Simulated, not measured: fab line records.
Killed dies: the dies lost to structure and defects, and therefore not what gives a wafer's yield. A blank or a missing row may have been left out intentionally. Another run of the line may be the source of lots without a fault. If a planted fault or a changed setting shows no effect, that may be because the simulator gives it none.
Which of the tools did it? | flow gf180mcu | 45 wafers from 15 lots sampled at 4 of the route's 602 steps

== WHAT EACH GAUGE READ, for each wafer ==
GF_STI_BOW_MEAS_00. Usual: for INCOMING_BOW the level is 0 um and the standard deviation is 6.2.
lot  | measured    | on            | INCOMING_BOW (um) | flag
L686 | day 1 10:00 | film-metro-01 | 5 -15 -4          |
L688 | day 1 20:01 | film-metro-01 | -6 0 1            |
L690 | day 2 06:01 | film-metro-01 | 0 -7 -9           |
L691 | day 2 11:01 | film-metro-02 | 5 4 2             |
L692 | day 2 16:00 | film-metro-02 | -2 2 -6           |
L695 | day 3 07:01 | film-metro-01 | 12 -3 -1          |
L697 | day 3 17:00 | film-metro-02 | 4 3 9             |
L699 | day 4 03:04 | film-metro-02 | 4 3 2             |
L700 | day 4 08:00 | film-metro-01 | 2 1 -3            |
L701 | day 4 13:01 | film-metro-02 | -4 -6 -3          |
L702 | day 4 18:01 | film-metro-02 | -3 6 3            |
L703 | day 4 23:01 | film-metro-04 | -3 0 -8           |
L704 | day 5 04:01 | film-metro-01 | 3 7 2             |
L705 | day 5 09:00 | film-metro-02 | 10 -17 -9         |
L706 | day 5 14:00 | film-metro-04 | -7 1 -5           |

GF_STI_THK_MEAS_04. Usual: for STI_CVD_03_THK the level is 207.4 nm and the standard deviation is 2.8.
lot  | measured    | on            | STI_CVD_03_THK (nm) | flag
L686 | day 1 13:34 | film-metro-01 | 209.0 208.7 209.5   |
L688 | day 1 23:34 | film-metro-01 | 200.9 202.1 200.7   |
L690 | day 2 09:34 | film-metro-04 | 206.1 205.8 206.4   |
L691 | day 2 14:35 | film-metro-04 | 207.0 205.3 205.7   |
L692 | day 2 19:40 | film-metro-02 | 207.9 209.0 208.1   |
L695 | day 3 11:46 | film-metro-01 | 207.7 207.9 207.6   |
L697 | day 3 20:34 | film-metro-01 | 207.9 207.9 207.9   |
L699 | day 4 07:28 | film-metro-02 | 211.8 212.1 212.5   |
L700 | day 4 12:53 | film-metro-04 | 207.5 207.4 209.2   |
L701 | day 4 19:38 | film-metro-02 | 209.9 210.1 211.2   |
L702 | day 4 21:37 | film-metro-02 | 208.8 209.3 210.3   |
L703 | day 5 02:34 | film-metro-01 | 210.8 212.1 211.1   |
L704 | day 5 08:19 | film-metro-01 | 207.3 206.8 207.9   |
L705 | day 5 12:34 | film-metro-02 | 213.0 212.8 212.3   |
L706 | day 5 17:34 | film-metro-04 | 206.1 205.9 205.2   |

GF_POLY_GATE_THK_MEAS_17. Usual: for POLY_GATE_OXIDATION_THK the level is 3.99 nm and the standard deviation is 0.086.
lot  | measured     | on            | POLY_GATE_OXIDATION_THK (nm) | flag
L686 | day 9 07:16  | film-metro-02 | 4.11 3.95 3.99               |
L688 | day 9 19:01  | film-metro-03 | 3.89 3.92 3.85               |
L690 | day 10 12:41 | film-metro-02 | 4.04 4.06 3.98               |
L691 | day 10 22:14 | film-metro-03 | 4.08 4.05 4.03               |
L692 | day 11 09:26 | film-metro-01 | 3.93 3.90 4.01               |
L695 | day 12 08:52 | film-metro-02 | 3.90 3.94 3.92               |
L697 | day 13 02:47 | film-metro-01 | 4.11 4.04 4.16               |
L699 | day 13 12:23 | film-metro-03 | 4.01 3.96 4.01               |
L700 | day 13 21:25 | film-metro-02 | 3.87 3.89 3.83               |
L701 | day 14 06:08 | film-metro-02 | 3.99 3.93 4.03               |
L702 | day 14 06:08 | film-metro-03 | 4.04 4.04 4.02               |
L706 | day 15 03:56 | film-metro-03 | 3.98 3.97 4.00               |

== WHAT TOOL EACH LOT RAN ON (gives the tool, then ch and the chambers of the sampled wafers, and finally the start) ==
lot  | GF_VT_IMPLANT_EXPOSE_37
L686 | iline-stepper-02 ch 0, day 7 05:18
L688 | iline-stepper-01 ch 0, day 7 17:28
L690 | iline-stepper-01 ch 0, day 8 07:37
L691 | iline-stepper-01 ch 0, day 8 14:36
L692 | iline-stepper-02 ch 0, day 8 20:48
L695 | iline-stepper-01 ch 0, day 9 17:03
L697 | iline-stepper-02 ch 0, day 10 09:25
L699 | iline-stepper-02 ch 0, day 10 18:32
L700 | iline-stepper-02 ch 0, day 11 00:50
L701 | iline-stepper-01 ch 0, day 11 10:40
L702 | iline-stepper-01 ch 0, day 11 13:29
L703 | iline-stepper-02, day 11 21:46
L704 | iline-stepper-02, day 12 01:22
L705 | iline-stepper-02, day 12 09:08
L706 | iline-stepper-01 ch 0, day 12 13:15
- GF_VT_IMPLANT_EXPOSE_37: exposes mask Nwell HV AREA, target cd 860 nm.

== WHAT THE TOOLS THEMSELVES READ (means of the sampled wafers that have a number; where no wafer has one, the mark that the record gives instead) ==
GF_VT_IMPLANT_EXPOSE_37. Usual: exposure-dose-mJ-cm2 140.03, standard deviation 0.14; focus-offset-nm 0.0 nm, standard deviation 0.53.
lot  | tool             | exposure-dose-mJ-cm2 | focus-offset-nm (nm) | flag
L686 | iline-stepper-02 | 140.20               | -0.2                 |
L688 | iline-stepper-01 | 140.16               | 0.1                  |
L690 | iline-stepper-01 | 140.09               | -0.7                 |
L691 | iline-stepper-01 | 140.06               | 0.4                  |
L692 | iline-stepper-02 | 139.92               | -0.4                 |
L695 | iline-stepper-01 | 140.08               | 0.1                  |
L697 | iline-stepper-02 | 139.99               | -0.2                 |
L699 | iline-stepper-02 | 140.15               | 0.4                  |
L700 | iline-stepper-02 | 140.16               | -0.2                 |
L701 | iline-stepper-01 | 139.88               | -0.3                 |
L702 | iline-stepper-01 | 139.97               | -0.4                 |
L703 | iline-stepper-02 | -                    | -                    | OFF
L704 | iline-stepper-02 | -                    | -                    | OFF
L705 | iline-stepper-02 | -                    | -                    | OFF
L706 | iline-stepper-01 | 140.16               | 0.5                  |

== THE ANSWER, worked out from the rows above alone ==
Rule: a lot counts as off when the mean over its wafers that have a number is more than 3 standard deviations away from the usual mean. Also off: a lot with no number at a reading for which 4 or more lots have one. All remaining lots with rows at the step are treated as sound. The gauges are gone through in route order, then the tools' own readings, and for those a lot's mean is taken as printed above. At the first step where some lot is off, the reading lying furthest off is the one used; lots without a number count as furthest.
Off: L703, L704, L705, at GF_VT_IMPLANT_EXPOSE_37 (exposure-dose-mJ-cm2). Without a number there: L703, L704, L705.
If a tool, at that step or one of the process steps before it, ran each lot that is off and ran no sound lot following the first of them, it fits. One candidate fits, namely iline-stepper-02 at GF_VT_IMPLANT_EXPOSE_37. Its last sound lot is L700 (day 11 00:50), its first lot that is off L703 (day 11 21:46): a fault that began between those two fits.
Blank at GF_VT_IMPLANT_EXPOSE_37 on the lots that are off, where sound lots have numbers: exposure-dose-mJ-cm2, focus-offset-nm.

== WHAT HAD BEEN PUT IN BY THE SIMULATOR ==
Step skipped in full: iline-stepper-02, at GF_VT_IMPLANT_EXPOSE_37, from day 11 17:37 onward. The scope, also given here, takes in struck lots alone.
Shown lots that were struck: L703, L704, L705. The rule above found the same.
